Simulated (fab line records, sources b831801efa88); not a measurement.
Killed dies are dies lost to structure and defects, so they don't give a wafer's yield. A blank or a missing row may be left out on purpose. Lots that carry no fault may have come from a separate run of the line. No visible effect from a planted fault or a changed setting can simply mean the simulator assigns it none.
Struck lot and sound lot, side by side :: flow gf180mcu :: 14 steps out of a route of 602
Sound: these wafers, L727.1, L727.4, L727.5. Wafers struck: L741.2, L741.4, L741.6. The cause comes at the end.
Order at every step that has rows: each side's tool, ch and its chambers, its first start. Under that, the readings that differ: sound wafers :: struck wafers :: difference of the means :: sigmas: that difference in standard deviations of wafers without a fault.
alike: readings with means less than 2 such deviations apart, plus words and numbers identical on both sides. not compared: withheld readings, readings lacking a value on some wafer, bounds such as >300 that could conceal the same value, and numbers that have no deviation in the record and whose values overlap.
The two part at a step that has a row with sigmas, a row that says differs or no value, or rows on one side only. Numbers that don't overlap but have no deviation are shown without sigmas and don't part them. A reading that every wafer of one side lacks parts them only if that side has two wafers or more.

GF_V2_THK_MEAS_01:
  sound on film-metro-03, day 20 02:50; struck on film-metro-03, day 25 02:01
  alike: V2_CVD_00_THK
GF_V2_CVD_02: deposits SiO2 from TEOS, target thk 850 nm, time 94.851 s.
  sound on pecvd-04 ch 0,1,2, day 20 02:53; struck on pecvd-01 ch 1,2, day 25 02:04
  alike: heater-power-w
GF_V2_THK_MEAS_03:
  sound on film-metro-03, day 20 02:58; struck on film-metro-03, day 25 02:08
  alike: V2_CVD_02_THK
GF_V2_CMP_04: polishes SiO2.
  sound on cmp-01 ch 0,1,3, day 20 03:04; struck on cmp-02 ch 0,1,3, day 25 02:17
  alike: motor-current-A, time-to-endpoint-s
GF_V2_BOW_MEAS_05:
  sound on film-metro-02, day 20 03:19; struck on film-metro-03, day 25 02:31
  alike: V2_BOW
then, 7 steps without rows for these wafers: GF_V2_DEHYDRATE_06 (time 60 s); GF_V2_HMDS_07 (prime time 60 s); GF_V2_COAT_08; GF_V2_COAT_09 (resist thk 1000 nm); GF_V2_SOFTBAKE_10 (time 60 s); GF_V2_EXPOSE_11 (exposes mask Via2, target cd 260 nm); GF_V2_PEB_12 (peb time 90 s).
GF_V2_DEVELOP_13: develop time 60 s.
  struck on litho-track-03, day 25 23:41; sound on litho-track-01 ch 0, day 21 03:12
  no value came back on the struck wafers for chill-plate-temp-C (C), develop-time-s (s); on the sound wafers chill-plate-temp-C (C) reads 22.93 22.99 23.04
reading: model.KrF_of_V2_COAT_09.thk-nm (nm)
sound: 989.7 988.4 990.3
struck: 1003 1000 1000
difference: +12
sigmas: 
GF_V2_CD_MEAS_14: target cd 260 nm.
  sound on cd-sem-02, day 21 03:21; struck on cd-sem-02, day 25 23:50
reading: cd-nm (nm)
sound: 260.7 260.9 260.7
struck: - - -
difference: no value on the struck wafers
sigmas: 

WHERE THEY PART
First at GF_V2_DEVELOP_13; last, within this record, at GF_V2_CD_MEAS_14.

WHY: what the simulator had put in
Whole step skipped at GF_V2_DEVELOP_13 on litho-track-03, starting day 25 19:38. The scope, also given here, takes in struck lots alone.
